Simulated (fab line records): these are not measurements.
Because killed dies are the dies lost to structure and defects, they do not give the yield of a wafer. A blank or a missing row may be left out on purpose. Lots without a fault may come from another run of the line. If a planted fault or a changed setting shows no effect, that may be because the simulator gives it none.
8D (eight disciplines) problem report, filled in by code | flow sky130 | the parts of the form that need people (team, actions taken, sign-off) are left out

## 1. WHAT WENT WRONG
Across 6 wafers from 2 lots, VT_ADJUST_LVTN_TW at SKY_VT_ADJUST_LVTN_TW_MEAS_10 averages 267.2, while fault-free wafers read 239.4 with a standard deviation of 1.4. That is +20 standard deviations from the usual mean.
Seen first at day 12 01:58 on film-metro-01, wafer L201.1. Wafers with a number at this step in the record: 36, from 12 lots. Rule for "out", or "out of limits": more than 4 standard deviations from the usual mean. The other wafers with a number count as sound.

## 2. WHAT IT IS AND WHAT IT IS NOT
question                    | is                     | is not
which readings at this step | VT_ADJUST_LVTN_TW      | -
which lots                  | L201, L202             | L184, L185, L186, L187, L188, L190, L191, L192, L203, L205
which wafers of those lots  | all that have a number | -
read on which gauges        | film-metro-01          | film-metro-02, film-metro-04
when                        | from day 12 01:58      | up to then (24 sound wafers); but 6 sound wafers of L203, L205 came after

## 3. THE SUSPECTS, EACH WITH WHAT RULES IT OUT
Counting: any tool at a process step up to the reading is kept as a suspect provided that every lot that is out went through it and no sound lot did after the first of them.
- the gauge at SKY_VT_ADJUST_LVTN_TW_MEAS_10 is ruled out. All the wafers that are out were read on film-metro-01, but those of them that SKY_VT_ADJUST_LVTN_IMPLANT_08 has rows for are out there too, on other tools.
- plasma-asher-03 at SKY_PWDE_STRIP_09 (strips in O2/N2): ruled out as a lasting fault. Sound lots L205 ran on it after its first lot that is out, L201 (day 8 05:39).
- implanter-02 at SKY_VT_ADJUST_LVTN_IMPLANT_08: kept. All lots that are out passed through it, beginning with L201 at day 12 01:43, and no sound lot followed; its final sound lot before that point was L191 at day 9 02:58. On those wafers its own readings are out: dose-ions-cm2, faraday-current-uA.
Remaining after the count: implanter-02 at SKY_VT_ADJUST_LVTN_IMPLANT_08.

## 4. THE CAUSE (what the simulator had put in)
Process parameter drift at SKY_VT_ADJUST_LVTN_IMPLANT_08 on implanter-02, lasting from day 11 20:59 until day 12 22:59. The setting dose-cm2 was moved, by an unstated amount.
The count eliminated every tool but this one.

## 5. SEQUENCE OF EFFECTS, ordered by route
Each row: a reading whose mean over the struck wafers that have a number lies more than 3 standard deviations from the usual. Readings are gone through only where the record gives a usual standard deviation; hours: the median, over the lots, of the time from a lot's start at the first step in this table giving one to that lot's start at this step; sigmas: the change measured in usual standard deviations.
hours | step                          | reading            | usual      | on struck wafers | change      | sigmas
0     | SKY_VT_ADJUST_LVTN_IMPLANT_08 | dose-ions-cm2      | 1.5699e+12 | 2.2720e+12       | +7.0210e+11 | +99 or more
0     | SKY_VT_ADJUST_LVTN_IMPLANT_08 | faraday-current-uA | 8.84       | 12.72            | +3.88       | +19
0     | SKY_VT_ADJUST_LVTN_TW_MEAS_10 | VT_ADJUST_LVTN_TW  | 239.4      | 267.2            | +27.8       | +20
Its process steps:
- SKY_VT_ADJUST_LVTN_IMPLANT_08

## 6. WHAT WOULD HAVE CAUGHT IT SOONER
5 hours passed between the start of the fault at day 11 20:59 and the first reading out of limits at a measuring or inspecting step in this record, taken at day 12 01:58.
Tool's own readings at SKY_VT_ADJUST_LVTN_IMPLANT_08, dose-ions-cm2, faraday-current-uA: out on all struck wafers the step has rows for; an alarm limit on them would have tripped on the first.
Among the 2 lots that are out, L202 began SKY_VT_ADJUST_LVTN_IMPLANT_08 on implanter-02 after day 12 01:58. Putting the tool on hold at that point would have spared it.
